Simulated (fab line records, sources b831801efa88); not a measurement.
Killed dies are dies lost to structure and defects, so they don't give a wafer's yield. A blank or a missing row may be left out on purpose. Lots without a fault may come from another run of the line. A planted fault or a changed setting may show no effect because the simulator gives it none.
fab line records | flow sky130
record lots=5 wafers=15 last_day=49
route steps=708 shown PWDE@45 NWELL@56
lots that met no fault: from a run of the same line without faults
start_h: hours from the record's first day to the start of the lot's first wafer shown | wait_h: hours since the lot's step before | " the same as in the row above | L1.1+2: a row that stands for several wafers | - no value, or no start given | * or withheld: withheld | < > ~ a bound
route shown NAME@n: a module of which the file shows steps, and the number in the route of the first | usual: mean/standard deviation of fault-free wafers | same: alike in all rows | chamber/n: place in a boat | sites: the reading at each site | _std_site: their standard deviation | _edge_site: outer sites' mean less inner sites' | radius_mm: how far each site lies from the wafer's centre | mask NAME#n: copy n | behind: the tool/chamber that last shaped the wafer | hold: why the lot was held/for how many hours/how that ended | device: the transistor (n, p or np) that didn't switch | end of line: the same wafers' tests at the end of the route | a step without rows: its recipe alone | killed: dies lost to structure and defects at the first sort, not the wafer's yield | map: a wafer's dies, x killed, . not, _ none there
set.NAME: the setting as run; set.NAME@STEP: as run at that earlier step | model.NAME: the simulator's own value behind a step, which no gauge read
lots at some steps of the route; a table a step, a row a wafer
services: from which hour (start_h, from the record's first day; less than 0 if before it) a tool's chamber was out of use, for how many hours, and why
## steps
# step SKY_PWDE_DEHYDRATE_00
# recipe temp_c=200 time_s=60
# usual chill_plate_temp_C=23.03/0.11
# columns lot.wafer tool chamber start_h wait_h chill_plate_temp_C
L079.1 litho_track-01 0 88.35 7.4 23.01
L079.3 " 0 " " 22.90
L079.6 " 0 " " 22.94
L085.2 litho_track-04 0 118.59 7.9 22.88
L085.5 " 0 " " 22.84
L085.6 " 0 " " 23.01
L087.3 litho_track-04 0 130.61 9.3 22.99
L087.5 " 0 " " 23.08
L087.6 " 0 " " 22.90
L088.1 litho_track-02 0 134.79 9.5 22.86
L088.4 " 0 " " 22.88
L088.5 " 0 " " 22.89
L091.1 litho_track-02 0 166.19 8.8 23.01
L091.3 " 0 " " 22.97
L091.6 " 0 " " 23.18
# step SKY_PWDE_HMDS_01
# recipe prime_time_s=60 prime_temp_c=120
# usual chill_plate_temp_C=23.01/0.096
# same prime_time_s=60
# columns lot.wafer tool chamber start_h wait_h chill_plate_temp_C
L079.1 litho_track-01 0 88.50 0.1 22.86
L079.3 " 0 " " 23.15
L079.6 " 0 " " 22.97
L085.2 litho_track-04 0 118.74 0.1 23.03
L085.5 " 0 " " 23.14
L085.6 " 0 " " 22.97
L087.3 litho_track-04 0 130.76 0.1 23.11
L087.5 " 0 " " 23.13
L087.6 " 0 " " 22.98
L088.1 litho_track-02 0 134.94 0.1 23.04
L088.4 " 0 " " 22.97
L088.5 " 0 " " 23.08
L091.1 litho_track-02 0 166.34 0.1 22.96
L091.3 " 0 " " 23.07
L091.6 " 0 " " 22.90
# step SKY_PWDE_COAT_02
# recipe spin_rpm=2000 resist_thk_nm=3000
# usual chill_plate_temp_C=23.00/0.11
# columns lot.wafer tool chamber start_h wait_h chill_plate_temp_C
L079.1 litho_track-01 0 88.65 0.1 23.07
L079.3 " 0 " " 23.00
L079.6 " 0 " " 23.21
L085.2 litho_track-04 0 118.89 0.1 22.93
L085.5 " 0 " " 22.96
L085.6 " 0 " " 23.07
L087.3 litho_track-04 0 130.91 0.1 22.97
L087.5 " 0 " " 22.81
L087.6 " 0 " " 22.89
L088.1 litho_track-02 0 135.09 0.1 22.94
L088.4 " 0 " " 22.87
L088.5 " 0 " " 22.95
L091.1 litho_track-02 0 166.49 0.1 23.02
L091.3 " 0 " " 22.86
L091.6 " 0 " " 22.89
# step SKY_PWDE_SOFTBAKE_03
# recipe temp_c=110 time_s=withheld
# usual chill_plate_temp_C=23.00/0.11
# columns lot.wafer tool chamber start_h wait_h chill_plate_temp_C
L079.1 litho_track-01 0 88.80 0.1 22.85
L079.3 " 0 " " 22.91
L079.6 " 0 " " 22.84
L085.2 litho_track-04 0 119.05 0.1 23.18
L085.5 " 0 " " 23.03
L085.6 " 0 " " 22.91
L087.3 litho_track-04 0 131.08 0.1 22.95
L087.5 " 0 " " 22.99
L087.6 " 0 " " 23.04
L088.1 litho_track-02 0 135.24 0.1 23.00
L088.4 " 0 " " 23.17
L088.5 " 0 " " 23.01
L091.1 litho_track-02 0 166.64 0.1 22.98
L091.3 " 0 " " 23.04
L091.6 " 0 " " 23.01
# step SKY_PWDE_EXPOSE_04
# recipe mask_id=PWDEM na=0.6 source_shape=conventional sigma_outer=0.6 polarization=unpolarized target_cd_nm=840 dose_mj=214
# usual stage_vel_mm_s=500.04/0.24
# columns lot.wafer tool chamber start_h wait_h mask stage_vel_mm_s
L079.1 iline_stepper-02 0 - - PWDEM#0 500.19
L079.3 " 0 " " PWDEM#0 500.21
L079.6 " 0 " " PWDEM#0 499.47
L085.2 iline_stepper-01 0 - - PWDEM#0 500.29
L085.5 " 0 " " PWDEM#0 499.61
L085.6 " 0 " " PWDEM#0 500.25
L087.3 iline_stepper-01 0 - - PWDEM#0 500.23
L087.5 " 0 " " PWDEM#0 500.11
L087.6 " 0 " " PWDEM#0 499.66
L088.1 iline_stepper-02 0 - - PWDEM#0 499.93
L088.4 " 0 " " PWDEM#0 499.61
L088.5 " 0 " " PWDEM#0 500.04
L091.1 iline_stepper-02 0 - - PWDEM#0 499.71
L091.3 " 0 " " PWDEM#0 499.70
L091.6 " 0 " " PWDEM#0 499.87
# step SKY_PWDE_PEB_05
# recipe temp_c=115 time_s=withheld
# usual chill_plate_temp_C=22.97/0.097
# columns lot.wafer tool chamber start_h wait_h chill_plate_temp_C
L079.1 litho_track-04 0 - - 22.93
L079.3 " 0 " " 23.07
L079.6 " 0 " " 23.06
L085.2 litho_track-02 0 - - 22.93
L085.5 " 0 " " 23.02
L085.6 " 0 " " 22.98
L087.3 litho_track-02 0 - - 22.96
L087.5 " 0 " " 23.19
L087.6 " 0 " " 22.99
L088.1 litho_track-01 0 - - 23.00
L088.4 " 0 " " 22.89
L088.5 " 0 " " 22.95
L091.1 litho_track-01 0 - - 22.96
L091.3 " 0 " " 23.08
L091.6 " 0 " " 22.98
# step SKY_PWDE_DEVELOP_06
# recipe wall_angle_deg=90 developer=TMAH develop_time_s=60 dev_temp_c=23
# usual chill_plate_temp_C=23.03/0.1
# columns lot.wafer tool chamber start_h wait_h chill_plate_temp_C
L079.1 litho_track-04 0 - - 23.11
L079.3 " 0 " " 23.09
L079.6 " 0 " " 22.96
L085.2 litho_track-02 0 - - 23.11
L085.5 " 0 " " 23.25
L085.6 " 0 " " 23.15
L087.3 litho_track-02 0 - - 22.98
L087.5 " 0 " " 22.98
L087.6 " 0 " " 23.06
L088.1 litho_track-01 0 - - 23.10
L088.4 " 0 " " 23.23
L088.5 " 0 " " 23.13
L091.1 litho_track-01 0 - - 23.01
L091.3 " 0 " " 23.00
L091.6 " 0 " " 22.87
# step SKY_PWDE_OVL_MEAS_07
# usual PWDE_OVL=-0.4/1.6
# columns lot.wafer tool chamber start_h wait_h PWDE_OVL[nm]
L079.1 overlay-01 - 98.36 - -4.7
L079.3 " - " " -2.6
L079.6 " - " " -2.2
L085.2 overlay-01 - 129.24 - -1.2
L085.5 " - " " -1.1
L085.6 " - " " -0.2
L087.3 overlay-01 - 140.70 - -2.3
L087.5 " - " " -1.4
L087.6 " - " " -0.1
L088.1 overlay-02 - 143.55 - 0.3
L088.4 " - " " 0.1
L088.5 " - " " 0.1
L091.1 overlay-02 - 177.15 - 0.0
L091.3 " - " " 0.8
L091.6 " - " " -1.6
# step SKY_PWDE_IMPLANT_08
# recipe species=B energy_kev=150 dose_cm2=3.6e+12 tilt_deg=withheld
# usual beam_on_s=10.02/0.2 end_station_pressure_torr=5.01e-06/2.8e-07 faraday_current_uA=20.3/0.41
# columns lot.wafer tool chamber start_h wait_h beam_on_s end_station_pressure_torr faraday_current_uA
L079.1 implanter-02 0 98.40 0.0 9.97 5.82e-06 20.4
L079.3 " 0 " " 9.87 5.36e-06 20.6
L079.6 " 0 " " 10.24 4.99e-06 19.9
L085.2 implanter-04 0 129.30 0.0 9.94 5.28e-06 20.4
L085.5 " 0 " " 10.10 5.3e-06 20.0
L085.6 " 0 " " 9.79 4.93e-06 20.6
L087.3 implanter-01 0 140.77 0.1 10.02 4.56e-06 20.2
L087.5 " 0 " " 9.94 5.12e-06 20.5
L087.6 " 0 " " 10.02 4.76e-06 20.3
L088.1 implanter-04 0 143.58 0.0 10.16 4.47e-06 20.0
L088.4 " 0 " " 9.98 4.87e-06 20.4
L088.5 " 0 " " 10.17 4.81e-06 19.9
L091.1 implanter-02 0 177.18 0.0 10.41 4.95e-06 19.4
L091.3 " 0 " " 10.23 4.91e-06 19.9
L091.6 " 0 " " 10.48 4.68e-06 19.2
# step SKY_PWDE_STRIP_09
# recipe chemistry=O2/N2 power_w=1400 pressure_mtorr=1500 platen_temp_c=withheld o2_flow_sccm=3000 n2_flow_sccm=300 overash_fraction=0.5
# usual drypump_motor_current_A=5.7/0.47 oes_product_au=0.722/0.0046 strip_time_to_endpoint_s=36.92/0.098
# columns lot.wafer tool chamber start_h wait_h drypump_motor_current_A oes_product_au rf_hours_counter_h strip_time_to_endpoint_s
L079.1 plasma_asher-02 1 98.55 0.1 5.5 0.721 28 37.00
L079.3 " 0 " " 5.7 0.721 - 37.12
L079.6 " 0 " " 5.7 0.723 - 37.19
L085.2 plasma_asher-03 0 129.42 0.1 6.5 0.723 41 36.92
L085.5 " 0 " " 6.5 0.727 - 36.90
L085.6 " 1 " " 5.0 0.718 - 36.90
L087.3 plasma_asher-02 0 140.91 0.1 5.7 0.722 - 36.82
L087.5 " 0 " " 5.7 0.716 - 36.88
L087.6 " 1 " " 5.4 0.727 - 36.86
L088.1 plasma_asher-01 0 143.73 0.1 5.8 0.718 3 36.84
L088.4 " 1 " " 5.5 0.724 - 36.92
L088.5 " 0 " " 5.8 0.722 - 36.96
L091.1 plasma_asher-03 1 177.33 0.1 5.0 0.716 45 36.99
L091.3 " 1 " " 5.0 0.720 - 36.91
L091.6 " 0 " " 6.5 0.723 - 36.95
# step SKY_PWDE_TW_MEAS_10
# usual PWDE_TW=372/4.7
# columns lot.wafer tool chamber start_h wait_h PWDE_TW
L079.1 film_metro-03 - 98.65 0.1 378
L079.3 " - " " 377
L079.6 " - " " 377
L085.2 film_metro-04 - 129.53 0.1 367
L085.5 " - " " 368
L085.6 " - " " 367
L087.3 film_metro-02 - 140.99 0.1 374
L087.5 " - " " 375
L087.6 " - " " 374
L088.1 film_metro-03 - 143.83 0.1 377
L088.4 " - " " 378
L088.5 " - " " 378
L091.1 film_metro-04 - 177.43 0.1 369
L091.3 " - " " 367
L091.6 " - " " 366
# step SKY_NWELL_DEHYDRATE_03
# recipe temp_c=200 time_s=60
# usual chill_plate_temp_C=22.99/0.1
# columns lot.wafer tool chamber start_h wait_h chill_plate_temp_C
L079.1 litho_track-02 0 106.24 7.6 23.13
L079.3 " 0 " " 23.20
L079.6 " 0 " " 23.17
L085.2 litho_track-03 0 138.46 8.9 22.97
L085.5 " 0 " " 23.15
L085.6 " 0 " " 23.10
L087.3 litho_track-02 0 150.44 9.4 23.05
L087.5 " 0 " " 22.95
L087.6 " 0 " " 22.99
L088.1 litho_track-02 0 153.79 9.9 22.90
L088.4 " 0 " " 23.03
L088.5 " 0 " " 22.91
L091.1 litho_track-01 0 186.45 9.0 22.93
L091.3 " 0 " " 22.90
L091.6 " 0 " " 22.86
# step SKY_NWELL_HMDS_04
# recipe prime_time_s=60 prime_temp_c=120
# usual chill_plate_temp_C=22.99/0.11
# same prime_time_s=60
# columns lot.wafer tool chamber start_h wait_h chill_plate_temp_C
L079.1 litho_track-02 0 106.39 0.1 23.01
L079.3 " 0 " " 23.16
L079.6 " 0 " " 23.15
L085.2 litho_track-03 0 138.61 0.1 23.22
L085.5 " 0 " " 23.14
L085.6 " 0 " " 23.14
L087.3 litho_track-02 0 150.59 0.1 22.96
L087.5 " 0 " " 22.80
L087.6 " 0 " " 22.89
L088.1 litho_track-02 0 153.94 0.1 22.85
L088.4 " 0 " " 22.93
L088.5 " 0 " " 23.02
L091.1 litho_track-01 0 186.60 0.1 22.82
L091.3 " 0 " " 22.87
L091.6 " 0 " " 22.84
# step SKY_NWELL_COAT_05
# recipe spin_rpm=2000 resist_thk_nm=3000
# usual chill_plate_temp_C=23.02/0.11
# columns lot.wafer tool chamber start_h wait_h chill_plate_temp_C
L079.1 litho_track-02 0 106.54 0.1 23.27
L079.3 " 0 " " 23.25
L079.6 " 0 " " 23.17
L085.2 litho_track-03 0 138.76 0.1 23.01
L085.5 " 0 " " 23.02
L085.6 " 0 " " 23.13
L087.3 litho_track-02 0 150.74 0.1 23.16
L087.5 " 0 " " 23.11
L087.6 " 0 " " 23.11
L088.1 litho_track-02 0 154.09 0.1 23.22
L088.4 " 0 " " 22.97
L088.5 " 0 " " 22.89
L091.1 litho_track-01 0 186.75 0.1 22.87
L091.3 " 0 " " 22.82
L091.6 " 0 " " 22.85
# step SKY_NWELL_SOFTBAKE_06
# recipe temp_c=110 time_s=withheld
# usual chill_plate_temp_C=23.03/0.11
# columns lot.wafer tool chamber start_h wait_h chill_plate_temp_C
L079.1 litho_track-02 0 106.69 0.1 23.16
L079.3 " 0 " " 23.20
L079.6 " 0 " " 23.16
L085.2 litho_track-03 0 138.92 0.1 23.09
L085.5 " 0 " " 22.99
L085.6 " 0 " " 23.15
L087.3 litho_track-02 0 150.91 0.1 23.00
L087.5 " 0 " " 23.07
L087.6 " 0 " " 23.03
L088.1 litho_track-02 0 154.24 0.1 23.09
L088.4 " 0 " " 23.16
L088.5 " 0 " " 23.14
L091.1 litho_track-01 0 186.90 0.1 23.10
L091.3 " 0 " " 23.18
L091.6 " 0 " " 23.27
# step SKY_NWELL_EXPOSE_07
# recipe mask_id=NWM na=0.6 source_shape=conventional sigma_outer=0.6 polarization=unpolarized target_cd_nm=840 dose_mj=255
# usual stage_vel_mm_s=499.93/0.26
# columns lot.wafer tool chamber start_h wait_h mask stage_vel_mm_s
L079.1 iline_stepper-02 0 - - NWM#0 499.49
L079.3 " 0 " " NWM#0 499.26
L079.6 " 0 " " NWM#0 499.81
L085.2 iline_stepper-02 0 - - NWM#0 500.11
L085.5 " 0 " " NWM#0 499.92
L085.6 " 0 " " NWM#0 500.35
L087.3 iline_stepper-01 0 - - NWM#0 499.96
L087.5 " 0 " " NWM#0 500.24
L087.6 " 0 " " NWM#0 500.11
L088.1 iline_stepper-01 0 - - NWM#0 500.01
L088.4 " 0 " " NWM#0 499.86
L088.5 " 0 " " NWM#0 500.23
L091.1 iline_stepper-02 0 - - NWM#0 499.62
L091.3 " 0 " " NWM#0 499.63
L091.6 " 0 " " NWM#0 499.91
# step SKY_NWELL_PEB_08
# recipe temp_c=115 time_s=withheld
# usual chill_plate_temp_C=22.99/0.11
# columns lot.wafer tool chamber start_h wait_h chill_plate_temp_C
L079.1 litho_track-02 0 - - 22.99
L079.3 " 0 " " 22.97
L079.6 " 0 " " 23.05
L085.2 litho_track-03 0 - - 22.81
L085.5 " 0 " " 22.95
L085.6 " 0 " " 23.03
L087.3 litho_track-01 0 - - 22.98
L087.5 " 0 " " 23.05
L087.6 " 0 " " 23.03
L088.1 litho_track-02 0 - - 22.82
L088.4 " 0 " " 22.84
L088.5 " 0 " " 22.77
L091.1 litho_track-02 0 - - 22.90
L091.3 " 0 " " 23.00
L091.6 " 0 " " 22.96
# step SKY_NWELL_DEVELOP_09
# recipe wall_angle_deg=90 developer=TMAH develop_time_s=60 dev_temp_c=23
# usual chill_plate_temp_C=23.01/0.11
# columns lot.wafer tool chamber start_h wait_h chill_plate_temp_C
L079.1 litho_track-02 0 - - 23.17
L079.3 " 0 " " 22.90
L079.6 " 0 " " 23.10
L085.2 litho_track-03 0 - - 23.11
L085.5 " 0 " " 22.76
L085.6 " 0 " " 23.14
L087.3 litho_track-01 0 - - 22.88
L087.5 " 0 " " 22.77
L087.6 " 0 " " 23.00
L088.1 litho_track-02 0 - - 23.18
L088.4 " 0 " " 23.09
L088.5 " 0 " " 23.10
L091.1 litho_track-02 0 - - 23.20
L091.3 " 0 " " 23.20
L091.6 " 0 " " 23.20
# step SKY_NWELL_OVL_MEAS_10
# usual NWELL_00_OVL=-1.1/1.2
# columns lot.wafer tool chamber start_h wait_h NWELL_00_OVL[nm]
L079.1 overlay-01 - 115.59 - 0.5
L079.3 " - " " 0.3
L079.6 " - " " 0.9
L085.2 overlay-02 - 149.24 - -2.0
L085.5 " - " " -0.4
L085.6 " - " " -3.3
L087.3 overlay-02 - 160.56 - 0.6
L087.5 " - " " -0.5
L087.6 " - " " -0.6
L088.1 overlay-01 - 164.19 - 0.2
L088.4 " - " " -0.5
L088.5 " - " " -1.2
L091.1 overlay-01 - 198.24 - -0.6
L091.3 " - " " -0.4
L091.6 " - " " 0.4
# step SKY_NWELL_IMPLANT_11
# recipe species=P energy_kev=400 dose_cm2=1.9e+13 tilt_deg=withheld
# usual beam_on_s=9.97/0.2 end_station_pressure_torr=5.11e-06/2.7e-07 faraday_current_uA=107.5/2.1
# columns lot.wafer tool chamber start_h wait_h beam_on_s end_station_pressure_torr faraday_current_uA
L079.1 implanter-01 0 115.62 0.0 10.00 4.89e-06 106.3
L079.3 " 0 " " 9.89 4.68e-06 109.1
L079.6 " 0 " " 9.93 4.58e-06 107.5
L085.2 implanter-04 0 149.30 0.0 10.05 4.6e-06 106.0
L085.5 " 0 " " 9.75 4.89e-06 110.1
L085.6 " 0 " " 10.11 5.38e-06 105.7
L087.3 implanter-03 0 160.63 0.1 10.12 4.4e-06 105.7
L087.5 " 0 " " 10.39 5.49e-06 103.5
L087.6 " 0 " " 9.72 5.05e-06 110.4
L088.1 implanter-04 0 164.22 0.0 9.78 5.05e-06 109.7
L088.4 " 0 " " 10.16 5.12e-06 105.6
L088.5 " 0 " " 9.99 4.78e-06 107.7
L091.1 implanter-01 0 198.27 0.0 9.53 5.27e-06 112.5
L091.3 " 0 " " 10.11 5.06e-06 105.8
L091.6 " 0 " " 9.87 5.26e-06 108.4
# step SKY_NWELL_IMPLANT_12
# recipe species=P energy_kev=120 dose_cm2=1.3e+12 tilt_deg=withheld
# usual beam_on_s=9.99/0.2 end_station_pressure_torr=4.97e-06/2.5e-07 faraday_current_uA=7.34/0.14
# columns lot.wafer tool chamber start_h wait_h beam_on_s end_station_pressure_torr faraday_current_uA
L079.1 implanter-01 0 115.77 0.1 9.90 5.25e-06 7.41
L079.3 " 0 " " 10.00 5.11e-06 7.32
L079.6 " 0 " " 9.85 4.93e-06 7.44
L085.2 implanter-04 0 149.45 0.1 9.92 4.91e-06 7.44
L085.5 " 0 " " 9.90 4.68e-06 7.39
L085.6 " 0 " " 9.69 5.21e-06 7.56
L087.3 implanter-03 0 160.78 0.1 10.43 4.97e-06 7.03
L087.5 " 0 " " 10.40 4.73e-06 7.04
L087.6 " 0 " " 10.28 4.57e-06 7.10
L088.1 implanter-04 0 164.37 0.1 10.09 4.73e-06 7.29
L088.4 " 0 " " 9.74 4.98e-06 7.55
L088.5 " 0 " " 10.05 4.58e-06 7.33
L091.1 implanter-01 0 198.42 0.1 10.18 5.25e-06 7.18
L091.3 " 0 " " 9.95 5.02e-06 7.37
L091.6 " 0 " " 9.95 5.15e-06 7.40
# step SKY_NWELL_IMPLANT_13
# recipe species=P energy_kev=50 dose_cm2=7e+11 tilt_deg=withheld
# usual beam_on_s=10.00/0.2 end_station_pressure_torr=4.97e-06/2.8e-07 faraday_current_uA=3.95/0.076
# columns lot.wafer tool chamber start_h wait_h beam_on_s end_station_pressure_torr faraday_current_uA
L079.1 implanter-01 0 115.92 0.1 9.92 4.78e-06 3.99
L079.3 " 0 " " 9.84 4.4e-06 4.00
L079.6 " 0 " " 9.97 5.32e-06 3.97
L085.2 implanter-04 0 149.60 0.1 10.04 5.1e-06 3.92
L085.5 " 0 " " 9.76 4.82e-06 4.04
L085.6 " 0 " " 9.71 4.72e-06 4.07
L087.3 implanter-03 0 160.93 0.1 9.96 5.23e-06 3.96
L087.5 " 0 " " 9.76 4.95e-06 4.04
L087.6 " 0 " " 10.07 4.86e-06 3.92
L088.1 implanter-04 0 164.52 0.1 10.17 5.5e-06 3.89
L088.4 " 0 " " 9.75 4.89e-06 4.04
L088.5 " 0 " " 10.01 4.65e-06 3.95
L091.1 implanter-01 0 198.57 0.1 9.56 4.89e-06 4.13
L091.3 " 0 " " 9.87 5.21e-06 3.99
L091.6 " 0 " " 10.14 5.21e-06 3.89
# step SKY_NWELL_STRIP_14
# recipe chemistry=O2/N2 power_w=1400 pressure_mtorr=1500 platen_temp_c=withheld o2_flow_sccm=3000 n2_flow_sccm=300 overash_fraction=0.5
# usual drypump_motor_current_A=5.59/0.21 oes_product_au=0.723/0.0045 strip_time_to_endpoint_s=36.95/0.091
# columns lot.wafer tool chamber start_h wait_h drypump_motor_current_A oes_product_au rf_hours_counter_h strip_time_to_endpoint_s
L079.1 plasma_asher-02 1 116.07 0.1 5.47 0.725 30 36.85
L079.3 " 1 " " 5.41 0.729 - 36.92
L079.6 " 1 " " 5.42 0.732 - 36.96
L085.2 plasma_asher-01 0 149.72 0.1 5.82 0.733 3 37.08
L085.5 " 0 " " 5.83 0.718 - 37.11
L085.6 " 1 " " 5.52 0.716 - 36.95
L087.3 plasma_asher-04 0 161.07 0.1 5.10 0.715 - 36.98
L087.5 " 1 " " 5.72 0.724 - 36.99
L087.6 " 0 " " 5.11 0.723 - 36.96
L088.1 plasma_asher-01 0 164.67 0.1 5.85 0.721 5 36.98
L088.4 " 0 " " 5.83 0.721 - 37.02
L088.5 " 0 " " 5.82 0.723 - 36.84
L091.1 plasma_asher-01 0 198.72 0.1 5.81 0.724 8 36.91
L091.3 " 0 " " 5.83 0.726 - 36.97
L091.6 " 1 " " 5.53 0.725 - 36.90
# step SKY_NWELL_TW_MEAS_15
# usual NWELL_TW=1816/17
# columns lot.wafer tool chamber start_h wait_h NWELL_TW
L079.1 film_metro-02 - 116.17 0.1 1836
L079.3 " - " " 1833
L079.6 " - " " 1826
L085.2 film_metro-02 - 149.83 0.1 1827
L085.5 " - " " 1825
L085.6 " - " " 1818
L087.3 film_metro-04 - 161.15 0.1 1792
L087.5 " - " " 1787
L087.6 " - " " 1801
L088.1 film_metro-02 - 164.77 0.1 1821
L088.4 " - " " 1816
L088.5 " - " " 1822
L091.1 film_metro-04 - 198.82 0.1 1791
L091.3 " - " " 1790
L091.6 " - " " 1794
# step SKY_NWELL_DEHYDRATE_16
# recipe temp_c=200 time_s=60
# usual chill_plate_temp_C=23.00/0.12
# columns lot.wafer tool chamber start_h wait_h chill_plate_temp_C
L079.1 litho_track-03 0 123.99 7.8 23.13
L079.3 " 0 " " 23.12
L079.6 " 0 " " 23.07
L085.2 litho_track-02 0 159.01 9.2 23.10
L085.5 " 0 " " 23.20
L085.6 " 0 " " 23.15
L087.3 litho_track-02 0 170.69 9.5 23.25
L087.5 " 0 " " 22.93
L087.6 " 0 " " 23.02
L088.1 litho_track-01 0 174.35 9.6 22.99
L088.4 " 0 " " 23.00
L088.5 " 0 " " 23.04
L091.1 litho_track-03 0 208.68 9.9 23.02
L091.3 " 0 " " 22.96
L091.6 " 0 " " 22.97
# step SKY_NWELL_HMDS_17
# recipe prime_time_s=60 prime_temp_c=120
# usual chill_plate_temp_C=23.01/0.1
# same prime_time_s=60
# columns lot.wafer tool chamber start_h wait_h chill_plate_temp_C
L079.1 litho_track-03 0 124.14 0.1 23.16
L079.3 " 0 " " 23.14
L079.6 " 0 " " 23.05
L085.2 litho_track-02 0 159.16 0.1 23.11
L085.5 " 0 " " 22.95
L085.6 " 0 " " 23.07
L087.3 litho_track-02 0 170.84 0.1 23.06
L087.5 " 0 " " 22.94
L087.6 " 0 " " 23.08
L088.1 litho_track-01 0 174.50 0.1 23.10
L088.4 " 0 " " 22.90
L088.5 " 0 " " 22.90
L091.1 litho_track-03 0 208.83 0.1 23.01
L091.3 " 0 " " 23.07
L091.6 " 0 " " 23.05
# step SKY_NWELL_COAT_18
# recipe spin_rpm=2000 resist_thk_nm=3000
# usual chill_plate_temp_C=23.01/0.11
# columns lot.wafer tool chamber start_h wait_h chill_plate_temp_C
L079.1 litho_track-03 0 124.29 0.1 22.81
L079.3 " 0 " " 22.91
L079.6 " 0 " " 22.93
L085.2 litho_track-02 0 159.31 0.1 23.06
L085.5 " 0 " " 23.09
L085.6 " 0 " " 23.01
L087.3 litho_track-02 0 170.99 0.1 22.87
L087.5 " 0 " " 22.92
L087.6 " 0 " " 22.69
L088.1 litho_track-01 0 174.65 0.1 22.93
L088.4 " 0 " " 23.11
L088.5 " 0 " " 23.03
L091.1 litho_track-03 0 208.98 0.1 22.97
L091.3 " 0 " " 23.00
L091.6 " 0 " " 22.93
# step SKY_NWELL_SOFTBAKE_19
# recipe temp_c=110 time_s=withheld
# usual chill_plate_temp_C=23.00/0.1
# columns lot.wafer tool chamber start_h wait_h chill_plate_temp_C
L079.1 litho_track-03 0 124.44 0.1 23.00
L079.3 " 0 " " 22.99
L079.6 " 0 " " 23.03
L085.2 litho_track-02 0 159.47 0.1 23.11
L085.5 " 0 " " 23.12
L085.6 " 0 " " 23.05
L087.3 litho_track-02 0 171.15 0.1 22.84
L087.5 " 0 " " 22.94
L087.6 " 0 " " 22.92
L088.1 litho_track-01 0 174.80 0.1 23.15
L088.4 " 0 " " 23.16
L088.5 " 0 " " 23.12
L091.1 litho_track-03 0 209.13 0.1 23.15
L091.3 " 0 " " 23.16
L091.6 " 0 " " 23.19
# step SKY_NWELL_EXPOSE_20
# recipe mask_id=NWM_COMPLEMENT na=0.6 source_shape=conventional sigma_outer=0.6 polarization=unpolarized target_cd_nm=840 dose_mj=260
# usual stage_vel_mm_s=499.98/0.25
# columns lot.wafer tool chamber start_h wait_h mask stage_vel_mm_s
L079.1 iline_stepper-01 0 - - NWM_COMPLEMENT#0 500.27
L079.3 " 0 " " NWM_COMPLEMENT#0 500.09
L079.6 " 0 " " NWM_COMPLEMENT#0 500.11
L085.2 iline_stepper-02 0 - - NWM_COMPLEMENT#0 500.38
L085.5 " 0 " " NWM_COMPLEMENT#0 500.01
L085.6 " 0 " " NWM_COMPLEMENT#0 500.14
L087.3 iline_stepper-02 0 - - NWM_COMPLEMENT#0 499.59
L087.5 " 0 " " NWM_COMPLEMENT#0 499.87
L087.6 " 0 " " NWM_COMPLEMENT#0 499.99
L088.1 iline_stepper-01 0 - - NWM_COMPLEMENT#0 499.32
L088.4 " 0 " " NWM_COMPLEMENT#0 499.66
L088.5 " 0 " " NWM_COMPLEMENT#0 500.06
L091.1 iline_stepper-01 0 - - NWM_COMPLEMENT#0 499.74
L091.3 " 0 " " NWM_COMPLEMENT#0 499.90
L091.6 " 0 " " NWM_COMPLEMENT#0 500.04
# step SKY_NWELL_PEB_21
# recipe temp_c=115 time_s=withheld
# usual chill_plate_temp_C=22.99/0.089
# columns lot.wafer tool chamber start_h wait_h chill_plate_temp_C
L079.1 litho_track-03 0 - - 22.94
L079.3 " 0 " " 23.02
L079.6 " 0 " " 23.01
L085.2 litho_track-02 0 - - 23.05
L085.5 " 0 " " 23.00
L085.6 " 0 " " 23.08
L087.3 litho_track-03 0 - - 22.93
L087.5 " 0 " " 23.16
L087.6 " 0 " " 23.12
L088.1 litho_track-01 0 - - 23.03
L088.4 " 0 " " 23.03
L088.5 " 0 " " 22.88
L091.1 litho_track-01 0 - - 22.91
L091.3 " 0 " " 23.03
L091.6 " 0 " " 22.92
# step SKY_NWELL_DEVELOP_22
# recipe wall_angle_deg=90 developer=TMAH develop_time_s=60 dev_temp_c=23
# usual chill_plate_temp_C=23.00/0.12
# columns lot.wafer tool chamber start_h wait_h chill_plate_temp_C
L079.1 litho_track-03 0 - - 23.11
L079.3 " 0 " " 23.01
L079.6 " 0 " " 22.86
L085.2 litho_track-02 0 - - 22.94
L085.5 " 0 " " 23.10
L085.6 " 0 " " 23.04
L087.3 litho_track-03 0 - - 22.97
L087.5 " 0 " " 23.07
L087.6 " 0 " " 23.03
L088.1 litho_track-01 0 - - 22.99
L088.4 " 0 " " 22.97
L088.5 " 0 " " 22.78
L091.1 litho_track-01 0 - - 23.20
L091.3 " 0 " " 23.19
L091.6 " 0 " " 23.23
# step SKY_NWELL_OVL_MEAS_23
# usual NWELL_01_OVL=-0.2/1.6
# columns lot.wafer tool chamber start_h wait_h NWELL_01_OVL[nm]
L079.1 overlay-01 - 134.39 - -1.9
L079.3 " - " " -2.3
L079.6 " - " " -0.6
L085.2 overlay-02 - 169.39 - 2.0
L085.5 " - " " 1.2
L085.6 " - " " -1.1
L087.3 overlay-01 - 181.15 - -0.5
L087.5 " - " " -0.5
L087.6 " - " " 0.6
L088.1 overlay-02 - 184.55 - -1.4
L088.4 " - " " -1.1
L088.5 " - " " -1.1
L091.1 overlay-02 - 220.45 - 0.2
L091.3 " - " " -1.2
L091.6 " - " " -0.1
## services
# columns tool chamber start_h hours kind
implanter-04 - 76.57 6.0 pm
implanter-02 - 76.65 2.3 repair
implanter-02 - 78.31 1.9 repair
plasma_asher-03 - 80.19 0.3 repair
plasma_asher-01 - 108.75 9.0 pm
plasma_asher-01 0 108.75 9.0 vent_cycle
plasma_asher-01 1 108.75 9.0 vent_cycle
iline_stepper-02 - 116.97 11.8 repair
plasma_asher-01 0 117.75 - clean
plasma_asher-01 1 117.75 - clean
implanter-04 - 118.54 2.7 repair
plasma_asher-02 - 120.56 6.3 repair
implanter-01 - 126.11 3.4 repair
plasma_asher-03 - 126.28 1.9 repair
plasma_asher-01 - 135.47 1.9 repair
iline_stepper-01 - 141.27 1.7 pm
plasma_asher-03 - 141.47 4.1 repair
implanter-03 - 162.64 2.6 pm
implanter-02 - 172.95 4.2 pm
plasma_asher-04 - 179.45 3.2 repair
implanter-02 - 186.32 1.0 repair
plasma_asher-04 - 188.82 1.0 repair
implanter-04 - 206.77 2.3 repair
## key
fault none
